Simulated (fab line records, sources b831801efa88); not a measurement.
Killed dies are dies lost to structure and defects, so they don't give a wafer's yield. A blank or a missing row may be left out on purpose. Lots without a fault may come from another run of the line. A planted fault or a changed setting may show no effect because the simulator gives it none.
Problem report in the 8D (eight disciplines) form, filled by code | flow sky130 | the parts of the form that need people (team, actions taken, sign-off) are left out

1. THE PROBLEM
POLY_GATE_CVD_00_THK at SKY_POLY_GATE_THK_MEAS_01 reads a mean of 230.2 nm on 3 wafers of 1 lot; wafers without a fault read 181.0 nm with a standard deviation of 1.9. That is +26 standard deviations from the usual mean.
First seen on wafer L260.1, day 17 21:31, on film_metro-04. The record holds 36 wafers of 12 lots with a number at this step. Rule for "out", or "out of limits": more than 4 standard deviations from the usual mean. The other wafers with a number count as sound.

2. WHAT IT IS AND WHAT IT IS NOT
question                    | is                     | is not
which readings at this step | POLY_GATE_CVD_00_THK   | -
which lots                  | L260                   | L249, L250, L251, L252, L254, L263, L268, L269, L270, L271, L272
which wafers of those lots  | all that have a number | -
read on which gauges        | film_metro-04          | film_metro-01, film_metro-02
when                        | from day 17 21:31      | up to then (15 sound wafers); but 18 sound wafers of L263, L268, L269, L270, L271, L272 came after

3. SUSPECTS, AND WHAT RULES EACH OUT
Counting: a tool at a process step up to the reading stays a suspect if it ran every lot that is out and no sound lot after the first of them.
- the gauge at SKY_POLY_GATE_THK_MEAS_01: ruled out. All the wafers that are out were read on film_metro-04, but those of them that SKY_POLY_GATE_CVD_00 has rows for are out there too, on other tools.
- plasma_asher-04 at SKY_DNWELL_STRIP_08 (strips in O2/N2): ruled out as a lasting fault. Sound lots L263, L268, L271 ran on it after its first lot that is out, L260 (day 5 18:32).
- lpcvd-01 at SKY_POLY_GATE_CVD_00 (deposits poly-Si, target thk 180 nm, time 720 s): ruled out as a lasting fault. Sound lots L263, L268, L269, L270, L271, L272 ran on it after its first lot that is out, L260 (day 17 20:19).
Left after counting: nothing in the record.

4. THE CAUSE (what the simulator had put in)
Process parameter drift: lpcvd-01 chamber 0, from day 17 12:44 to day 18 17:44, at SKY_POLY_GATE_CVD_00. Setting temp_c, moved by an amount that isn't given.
Counting ruled it out, wrongly: the rule takes a fault to strike every lot that its tool runs from its start on, and this one did not.

5. THE CHAIN OF EFFECTS, in route order
Each row: a reading whose mean over the struck wafers that have a number lies more than 3 standard deviations from the usual. Only readings for which the record gives a usual standard deviation are gone through. hours: the time from each lot's start at the first step in this table that gives one to its start at this step, as a median over the lots. sigmas: the change in usual standard deviations.
hours | step                      | reading              | usual    | on struck wafers | change | sigmas
0     | SKY_POLY_GATE_CVD_00      | spike_tc_bottom_C    | 644.1 C  | 654.8            | +10.7  | +9.7
0     | SKY_POLY_GATE_CVD_00      | spike_tc_centre_C    | 622.6 C  | 634.1            | +11.5  | +10
0     | SKY_POLY_GATE_CVD_00      | spike_tc_lower_C     | 620.4 C  | 630.3            | +9.9   | +7.0
0     | SKY_POLY_GATE_CVD_00      | spike_tc_top_C       | 640 C    | 654              | +14    | +4.4
0     | SKY_POLY_GATE_CVD_00      | spike_tc_upper_C     | 619.2 C  | 630.2            | +11.0  | +7.3
0     | SKY_POLY_GATE_CVD_00      | susceptor_temp_C     | 620.02 C | 631.23           | +11.21 | +42
1     | SKY_POLY_GATE_THK_MEAS_01 | POLY_GATE_CVD_00_THK | 181.0 nm | 230.2            | +49.2  | +26
The process steps in it:
- SKY_POLY_GATE_CVD_00: deposits poly-Si, target thk 180 nm, time 720 s.

6. WHAT WOULD HAVE CAUGHT IT SOONER
In this record the first reading out of limits at a measuring or inspecting step was taken at day 17 21:31, 9 hours after the fault began at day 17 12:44.
The tool's own readings at SKY_POLY_GATE_CVD_00 were out on every struck wafer that the step has a row for (spike_tc_bottom_C, spike_tc_centre_C, spike_tc_lower_C, spike_tc_top_C, spike_tc_upper_C, susceptor_temp_C): an alarm limit on them would have fired on the first of those.
